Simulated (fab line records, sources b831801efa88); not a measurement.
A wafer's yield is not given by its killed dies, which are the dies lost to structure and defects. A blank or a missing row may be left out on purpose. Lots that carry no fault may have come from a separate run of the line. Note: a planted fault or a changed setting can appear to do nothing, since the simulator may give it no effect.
A struck lot beside a sound one | flow sky130 | 14 out of 708 route steps
Sound: these wafers, L163.2, L163.4, L163.6. Struck: wafers L178.3, L178.5, L178.6. The cause is given at the end.
At each step with rows: each side's tool, then ch and its chambers, then its first start. Under that, the readings that differ: sound wafers | struck wafers | difference of the means | sigmas: that difference in standard deviations of wafers without a fault.
alike: readings with means less than 2 such deviations apart, plus words and numbers identical on both sides. not compared: withheld readings, readings lacking a value on some wafer, bounds such as >300 that could conceal the same value, and numbers that have no deviation in the record and whose values overlap.
Wherever a step has rows on one side only, a row that says differs or no value, or a row with sigmas, the two part there. Non-overlapping numbers with no deviation appear without sigmas and do not part them. A reading that every wafer of one side lacks parts them only if that side has two wafers or more.

first, 1 step without rows for these wafers: SKY_LDD_LDN_IMPLANT_11.
SKY_LDD_LDN_STRIP_12: strips in O2/N2.
  sound on plasma asher-04 ch 0,1, day 23 16:48; struck on plasma asher-04 ch 0,1, day 28 21:26
  alike: drypump motor current A, n2 flow sccm, oes product au, strip time to endpoint s
  not compared: rf hours counter h
SKY_LDD_LDN_TW_MEAS_13:
  sound on film metro-04, day 23 16:55; struck on film metro-01, day 28 21:31
  reading    | sound          | struck         | difference | sigmas
  LDD_LDN_TW | 1464 1469 1466 | 1492 1498 1506 | +32        | +3
then, 2 steps without rows for these wafers: SKY_LDD_LDN_CLEAN_14 (cleans in SC1/SC2, time 150 s); SKY_SPACER_CVD_00 (deposits Si3N4 from DCS/NH3, target thk 43.1 nm, time 740 s).
SKY_SPACER_THK_MEAS_01:
  sound on film metro-03, day 23 19:56; struck on film metro-04, day 29 01:04
  alike: SPACER_CVD_00_THK
SKY_SPACER_ETCHBACK_02: etches Si3N4 in CH3F/O2, stops on SiO2, time 46.7 s, target depth 45 nm.
  sound on rie diel-01 ch 1,2, day 23 19:59; struck on rie diel-04 ch 1,2,3, day 29 01:06
  alike: drypump motor current A, oes product au, throttle valve pct
  not compared: rf hours counter h
then, 5 steps without rows for these wafers: SKY_POLY_CUT_DEHYDRATE_00 (time 60 s); SKY_POLY_CUT_HMDS_01 (prime time 60 s); SKY_POLY_CUT_COAT_02 (resist thk 60 nm); SKY_POLY_CUT_COAT_03 (resist thk 450 nm); SKY_POLY_CUT_SOFTBAKE_04 (time 90 s).
SKY_POLY_CUT_EXPOSE_05: exposes mask NPCM, target cd 270 nm.
  struck on krf scanner-01, day 29 16:16; sound on krf scanner-01 ch 0, day 24 10:48
  no value came back on the struck wafers for exposure dose mJ cm2, focus offset nm (nm), sigma inner; on the sound wafers exposure dose mJ cm2 reads 31.96 31.95 31.99
  alike: mask
next, for these wafers, 1 step has no rows: SKY_POLY_CUT_PEB_06.

WHERE THEY PART
First at SKY_LDD_LDN_TW_MEAS_13; last, within this record, at SKY_POLY_CUT_EXPOSE_05.

WHY: the cause the simulator had injected
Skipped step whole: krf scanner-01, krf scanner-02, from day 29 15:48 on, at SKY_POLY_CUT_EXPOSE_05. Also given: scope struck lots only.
